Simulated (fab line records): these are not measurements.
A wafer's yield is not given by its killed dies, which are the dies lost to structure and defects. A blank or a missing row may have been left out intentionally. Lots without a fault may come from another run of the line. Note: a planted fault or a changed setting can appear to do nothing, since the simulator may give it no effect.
What tool caused it? + flow gf180mcu + 12 lots with 35 wafers sampled at 6 steps, on a route of 602 steps

== WHAT THE GAUGES SHOWED, per wafer ==
GF_V4_THK_MEAS_01. Usual: V4_CVD_00_THK typically reads 599 nm, with standard deviation 6.1.
| lot  | measured     | on           | V4_CVD_00_THK (nm) | flag |
|------|--------------|--------------|--------------------|------|
| L950 | day 22 16:35 | filmMetro-02 | 609 594 594        |      |
| L951 | day 22 20:44 | filmMetro-03 | 604 606 611        |      |
| L952 | day 23 17:19 | filmMetro-04 | 598 598 607        |      |
| L953 | day 23 17:40 | filmMetro-02 | 604 613 594        |      |
| L954 | day 24 00:21 | filmMetro-04 | 593 601 600        |      |
| L962 | day 27 07:10 | filmMetro-03 | 599 601            |      |
| L965 | day 28 14:31 | filmMetro-04 | 605 590 610        |      |
| L966 | day 28 18:43 | filmMetro-03 | 602 600 595        |      |
| L967 | day 29 04:55 | filmMetro-02 | 594 594 596        |      |
| L971 | day 30 10:06 | filmMetro-02 | 605 601 604        |      |
| L973 | day 30 20:13 | filmMetro-04 | 604 599 600        |      |
| L972 | day 30 20:33 | filmMetro-02 | 602 608 604        |      |

GF_V4_THK_MEAS_03. Usual: V4_CVD_02_THK typically reads 850 nm, with standard deviation 14.
| lot  | measured     | on           | V4_CVD_02_THK (nm) | flag |
|------|--------------|--------------|--------------------|------|
| L950 | day 22 16:43 | filmMetro-04 | 844 840 832        |      |
| L951 | day 22 20:52 | filmMetro-04 | 846 835 834        |      |
| L952 | day 23 17:29 | filmMetro-03 | 821 839 839        |      |
| L953 | day 23 17:48 | filmMetro-02 | 851 851 865        |      |
| L954 | day 24 00:29 | filmMetro-02 | 843 826 859        |      |
| L962 | day 27 07:17 | filmMetro-02 | 875 590            | OFF  |
| L965 | day 28 14:38 | filmMetro-03 | 834 818 842        |      |
| L966 | day 28 18:50 | filmMetro-04 | 871 853 873        |      |
| L967 | day 29 05:03 | filmMetro-02 | 852 857 869        |      |
| L971 | day 30 10:14 | filmMetro-04 | 841 831 836        |      |
| L973 | day 30 20:20 | filmMetro-03 | 832 853 836        |      |
| L972 | day 30 20:41 | filmMetro-04 | 842 850 851        |      |

GF_V4_OVL_MEAS_15. Usual: V4_OVL typically reads -2 nm, with standard deviation 5.5.
| lot  | measured     | on         | V4_OVL (nm) | flag |
|------|--------------|------------|-------------|------|
| L950 | day 23 15:54 | overlay-01 | -11 -10 -7  |      |
| L951 | day 23 20:06 | overlay-01 | 5 3 10      |      |
| L952 | day 24 16:01 | overlay-02 | -1 -11 5    |      |
| L953 | day 24 16:52 | overlay-02 | -4 -2 -3    |      |
| L954 | day 24 22:31 | overlay-01 | -4 0 -7     |      |
| L962 | day 28 03:16 | overlay-01 | 0 1         |      |
| L965 | day 29 10:25 | overlay-01 | -3 -12 1    |      |
| L966 | day 29 13:46 | overlay-02 | -10 -4 -10  |      |
| L967 | day 29 23:46 | overlay-01 | 3 -3 3      |      |
| L971 | day 31 04:34 | overlay-01 | -9 -3 -2    |      |
| L973 | day 31 14:46 | overlay-01 | 1 5 0       |      |
| L972 | day 31 14:52 | overlay-02 | -5 -7 -14   |      |

== WHAT TOOL EACH LOT RAN ON (gives the tool, then ch and the chambers of the sampled wafers, and finally the start) ==
| lot  | GF_M4_SPUTTER_04            | GF_V4_CVD_02                    | GF_V4_CMP_04                  |
|------|-----------------------------|---------------------------------|-------------------------------|
| L950 | pvdSputter-03, day 21 15:50 | pecvd-03 ch 0,1,2, day 22 16:39 | cmp-01 ch 0,1,2, day 22 16:47 |
| L951 | pvdSputter-03, day 21 20:16 | pecvd-03 ch 0,1,2, day 22 20:48 | cmp-01 ch 0,1,3, day 22 20:59 |
| L952 | pvdSputter-01, day 22 17:58 | pecvd-03 ch 1,2, day 23 17:22   | cmp-02 ch 1,2,3, day 23 17:35 |
| L953 | pvdSputter-02, day 22 18:46 | pecvd-02 ch 1,2, day 23 17:43   | cmp-01 ch 0,1, day 23 17:51   |
| L954 | pvdSputter-02, day 23 01:22 | pecvd-03 ch 0,1, day 24 00:24   | cmp-01 ch 0,1,3, day 24 00:35 |
| L962 | pvdSputter-03, day 26 10:04 | pecvd-02 ch 0,1, day 27 07:13   | cmp-02 ch 0, day 27 07:20     |
| L965 | pvdSputter-02, day 27 18:25 | pecvd-03 ch 1,2, day 28 14:34   | cmp-01 ch 0,2,3, day 28 14:44 |
| L966 | pvdSputter-03, day 28 00:04 | pecvd-01 ch 0,1,2, day 28 18:46 | cmp-02 ch 0,1,2, day 28 18:57 |
| L967 | pvdSputter-02, day 28 09:26 | pecvd-01 ch 1,2, day 29 04:58   | cmp-01 ch 0,1,3, day 29 05:12 |
| L971 | pvdSputter-02, day 29 15:12 | pecvd-03 ch 1,2, day 30 10:09   | cmp-02 ch 0,2,3, day 30 10:17 |
| L973 | pvdSputter-02, day 30 01:46 | pecvd-03 ch 0,1,2, day 30 20:16 | cmp-02 ch 1,2,3, day 30 20:29 |
| L972 | pvdSputter-03, day 30 01:56 | pecvd-01 ch 0,1, day 30 20:36   | cmp-01 ch 0,1,2, day 30 20:53 |
- GF_M4_SPUTTER_04: material TiN, target thk 50 nm, time 41.7 s.
- GF_V4_CVD_02: deposits SiO2 from TEOS, target thk 850 nm, time 94.851 s.
- GF_V4_CMP_04: polishes SiO2.

== AS READ BY THE TOOLS THEMSELVES (means over the sampled wafers that have a number; for cases with no such wafer, the mark the record gives instead) ==
GF_M4_SPUTTER_04. Usual: 29.8 % for throttleValvePct, sd 0.69.
| lot  | tool          | throttleValvePct (%) | flag |
|------|---------------|----------------------|------|
| L950 | pvdSputter-03 | 30.8                 |      |
| L951 | pvdSputter-03 | 30.2                 |      |
| L952 | pvdSputter-01 | 29.5                 |      |
| L953 | pvdSputter-02 | 30.1                 |      |
| L954 | pvdSputter-02 | 29.9                 |      |
| L962 | pvdSputter-03 | 29.9                 |      |
| L965 | pvdSputter-02 | 29.5                 |      |
| L966 | pvdSputter-03 | 30.9                 |      |
| L967 | pvdSputter-02 | 29.5                 |      |
| L971 | pvdSputter-02 | 29.8                 |      |
| L973 | pvdSputter-02 | 29.4                 |      |
| L972 | pvdSputter-03 | 30.7                 |      |

GF_V4_CVD_02. Usual: heaterPowerW 680 W, standard deviation 95; susceptorTempC 400.01 C, standard deviation 0.25.
| lot  | tool     | heaterPowerW (W) | susceptorTempC (C) | flag |
|------|----------|------------------|--------------------|------|
| L950 | pecvd-03 | 696              | 400.21             |      |
| L951 | pecvd-03 | 725              | 399.81             |      |
| L952 | pecvd-03 | 692              | 400.00             |      |
| L953 | pecvd-02 | 691              | 400.08             |      |
| L954 | pecvd-03 | 737              | 400.24             |      |
| L962 | pecvd-02 | 816              | 400.25             |      |
| L965 | pecvd-03 | 720              | 399.95             |      |
| L966 | pecvd-01 | 633              | 400.33             |      |
| L967 | pecvd-01 | 667              | 399.76             |      |
| L971 | pecvd-03 | 665              | 399.87             |      |
| L973 | pecvd-03 | 752              | 400.04             |      |
| L972 | pecvd-01 | 577              | 400.09             |      |

GF_V4_CMP_04. Usual: motorCurrentA 12.0 A, standard deviation 1.1; timeToEndpointS 79 s, standard deviation 6.1.
| lot  | tool   | motorCurrentA (A) | timeToEndpointS (s) | flag |
|------|--------|-------------------|---------------------|------|
| L950 | cmp-01 | 11.9              | 72                  |      |
| L951 | cmp-01 | 11.7              | 75                  |      |
| L952 | cmp-02 | 12.2              | 78                  |      |
| L953 | cmp-01 | 12.8              | 84                  |      |
| L954 | cmp-01 | 12.0              | 77                  |      |
| L962 | cmp-02 | 14.0              | 67                  |      |
| L965 | cmp-01 | 11.7              | 75                  |      |
| L966 | cmp-02 | 12.9              | 82                  |      |
| L967 | cmp-01 | 11.6              | 86                  |      |
| L971 | cmp-02 | 12.5              | 72                  |      |
| L973 | cmp-02 | 12.0              | 78                  |      |
| L972 | cmp-01 | 11.7              | 83                  |      |

== THE ANSWER, worked out from the rows above alone ==
Rule: a lot is off if the mean of its wafers that have a number lies more than 3 standard deviations from the usual mean. A lot without any number at a reading at which 4 lots or more have one is off too. Any other lot the step has rows for is counted as sound. After the gauges, taken in route order, come the tools' own readings; for these a lot's mean is taken, as printed above. At the first step where some lot is off, the reading lying furthest off is the one used; lots without a number count as furthest.
Off: L962, seen at GF_V4_THK_MEAS_03 (V4_CVD_02_THK).
If a tool, at a process step before that reading, ran all the lots that are off and no sound lot after the first of them, it fits. The gauges at GF_V4_THK_MEAS_03 are tried like those tools. One fits: GF_V4_CVD_02 on pecvd-02. Its last sound lot is L953 (day 23 17:43), its first lot that is off L962 (day 27 07:13): a fault that began between those two fits.

== WHAT THE SIMULATOR PUT IN ==
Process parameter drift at GF_V4_CVD_02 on pecvd-02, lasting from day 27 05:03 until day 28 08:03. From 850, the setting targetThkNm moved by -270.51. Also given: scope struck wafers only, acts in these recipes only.
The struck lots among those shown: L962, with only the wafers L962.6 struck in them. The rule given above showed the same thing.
